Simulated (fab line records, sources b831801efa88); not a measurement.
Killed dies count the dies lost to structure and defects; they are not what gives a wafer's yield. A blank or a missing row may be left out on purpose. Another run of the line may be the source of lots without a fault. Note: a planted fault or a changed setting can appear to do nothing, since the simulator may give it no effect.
Struck lot and sound lot, side by side / flow sky130 / 31 steps out of a route of 708
Sound: the wafers L707.1, L707.2, L707.4. Wafers struck: L718.1, L718.3, L718.4. The cause is given at the end.
Per side, at each step with rows, come the tool, then ch with its chambers, and then its first start. Under that, the readings that differ: sound wafers / struck wafers / difference of the means / sigmas: that difference in standard deviations of wafers without a fault.
alike: readings whose means differ by less than 2 such deviations, and words and numbers that are the same on both sides. not compared: withheld readings, readings that some wafer has no value for, bounds like >300 that may hide the same value, and numbers for which the record gives no deviation and whose values overlap.
Wherever a step has rows on one side only, a row that says differs or no value, or a row with sigmas, the two part there. When numbers do not overlap yet have no deviation, they are printed without sigmas and do not part them. A reading missing from all wafers of one side parts the sides only when that side holds two or more wafers.

SKY_CAPM_THK_MEAS_01:
  sound: film_metro-01 at day 39 07:20; struck: film_metro-03 at day 42 23:16
  alike: CAPM_CVD_00_THK
SKY_CAPM_SPUTTER_02: material TiN, target thk 200 nm, time 166.7 s.
  sound: pvd_sputter-04 at day 39 07:23; struck: pvd_sputter-04 at day 42 23:19
  alike: throttle_valve_pct
SKY_CAPM_RS_MEAS_03: measurement is done with a four-point probe.
  sound: film_metro-01 at day 39 07:29; struck: film_metro-04 at day 42 23:26
  alike: CAPM_TIN_RS
SKY_CAPM_THK_MEAS_04: measures by xrf.
  sound: film_metro-01 at day 39 07:37; struck: film_metro-04 at day 42 23:33
  alike: CAPM_TIN_THK
then, 7 steps without rows for these wafers: SKY_CAPM_DEHYDRATE_05 (time 60 s); SKY_CAPM_HMDS_06 (prime time 60 s); SKY_CAPM_COAT_07 (resist thk 1140 nm); SKY_CAPM_SOFTBAKE_08 (time 60 s); SKY_CAPM_EXPOSE_09 (exposes mask CAPM, target cd 1000 nm); SKY_CAPM_PEB_10; SKY_CAPM_DEVELOP_11 (develop time 60 s).
SKY_CAPM_OVL_MEAS_12:
  sound: overlay-02 at day 40 07:16; struck: overlay-01 at day 43 21:32
  alike: CAPM_OVL
SKY_CAPM_METAL_ETCH_13: etches TiN in Cl2/BCl3, stops on SiO2, target depth 220 nm, time 62.9 s.
  sound on rie_metal-04 ch 0,1, day 40 07:18; struck on rie_metal-02 ch 0,1, day 43 21:34
reading=oes_product_au (a.u.); sound=0.931 0.938 0.943; struck=0.914 0.916 0.912; difference=-0.023; sigmas=-3
reading=run_length_s (s); sound=90.5 91.6 90.9; struck=94.0 93.9 93.0; difference=+2.6; sigmas=+4
  alike: drypump_motor_current_A, he_backside_leak_sccm, throttle_valve_pct
  not compared: rf_hours_counter_h, model.SiO2_of_CAPM_CVD_00.thk_nm
SKY_CAPM_STRIP_14: strips in O2/N2.
  sound on plasma_asher-04 ch 0,1, day 40 07:23; struck on plasma_asher-02 ch 0,1, day 43 21:39
reading=strip_time_to_endpoint_s (s); sound=12.62 12.67 12.66; struck=12.54 12.51 12.54; difference=-0.12; sigmas=-3
  alike: drypump_motor_current_A, oes_product_au
  not compared: rf_hours_counter_h
then, 11 steps without rows for these wafers: SKY_CAPM_STRIP_15 (strips in post etch residue remover, time 1200 s); SKY_CAPM_CLEAN_16 (cleans in IPA, time 180 s); SKY_CAPM_CLEAN_17 (cleans in O3/DIW); SKY_METAL3_DEHYDRATE_05 (time 60 s); SKY_METAL3_HMDS_06 (prime time 60 s); SKY_METAL3_COAT_07 (resist thk 60 nm); SKY_METAL3_COAT_08 (resist thk 1154 nm); SKY_METAL3_SOFTBAKE_09 (time 90 s); SKY_METAL3_EXPOSE_10 (exposes mask MM3, target cd 300 nm); SKY_METAL3_PEB_11; SKY_METAL3_DEVELOP_12 (develop time 60 s).
SKY_METAL3_CD_MEAS_13: the cd target is 300 nm.
  sound: cd_sem-01 at day 41 06:47; struck: cd_sem-01 at day 44 20:40
  alike: cd_nm
SKY_METAL3_OVL_MEAS_14:
  sound: overlay-02 at day 41 06:54; struck: overlay-01 at day 44 20:47
  alike: METAL3_OVL
SKY_METAL3_DESCUM_15: chemistry O2, time 8 s.
  sound on rie_metal-02 ch 0,1, day 41 06:56; struck on rie_metal-01 ch 0,1, day 44 20:49
reading=oes_product_au (a.u.); sound=1.009 0.994 1.004; struck=0.979 0.989 0.982; difference=-0.019; sigmas=-2
  alike: drypump_motor_current_A, he_backside_leak_sccm
  not compared: rf_hours_counter_h
SKY_METAL3_ETCH_16: etches BARC in N2/H2, stops on SiO2, time 88.2 s, target depth 60 nm.
  sound on rie_metal-02 ch 0,1, day 41 06:58; struck on rie_metal-01 ch 0,1, day 44 20:51
reading=run_length_s (s); sound=117.3 117.0 117.6; struck=116.4 116.8 116.0; difference=-0.9; sigmas=-2
  alike: drypump_motor_current_A, he_backside_leak_sccm, oes_product_au, throttle_valve_pct
  not compared: rf_hours_counter_h
SKY_METAL3_ETCH_17: etches SiO2 in C4F8/O2/Ar, stops on TiN, time 3.9 s, target depth 15 nm.
  sound on rie_diel-01 ch 0,1,3, day 41 07:04; struck on rie_diel-02 ch 1,2,3, day 44 20:57
  alike: oes_product_au
  not compared: rf_hours_counter_h, model.etch.depth_nm
SKY_METAL3_METAL_ETCH_18: etches the open film in Cl2/BCl3, stops on SiO2, target depth 845 nm, time 183.1 s.
  sound on rie_metal-03 ch 0,1, day 41 07:05; struck on rie_metal-02 ch 1, day 44 20:58
  alike: drypump_motor_current_A, he_backside_leak_sccm, oes_product_au, run_length_s, throttle_valve_pct
  not compared: rf_hours_counter_h

## WHERE THEY PART
Last at SKY_METAL3_ETCH_16 as far as this record goes, first at SKY_CAPM_METAL_ETCH_13. Later steps at which nothing parts them and some readings are alike: SKY_METAL3_ETCH_17, SKY_METAL3_METAL_ETCH_18.

WHY: whatever the simulator had introduced
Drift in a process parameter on rie_metal-02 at SKY_CAPM_METAL_ETCH_13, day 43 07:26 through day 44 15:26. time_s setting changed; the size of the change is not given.
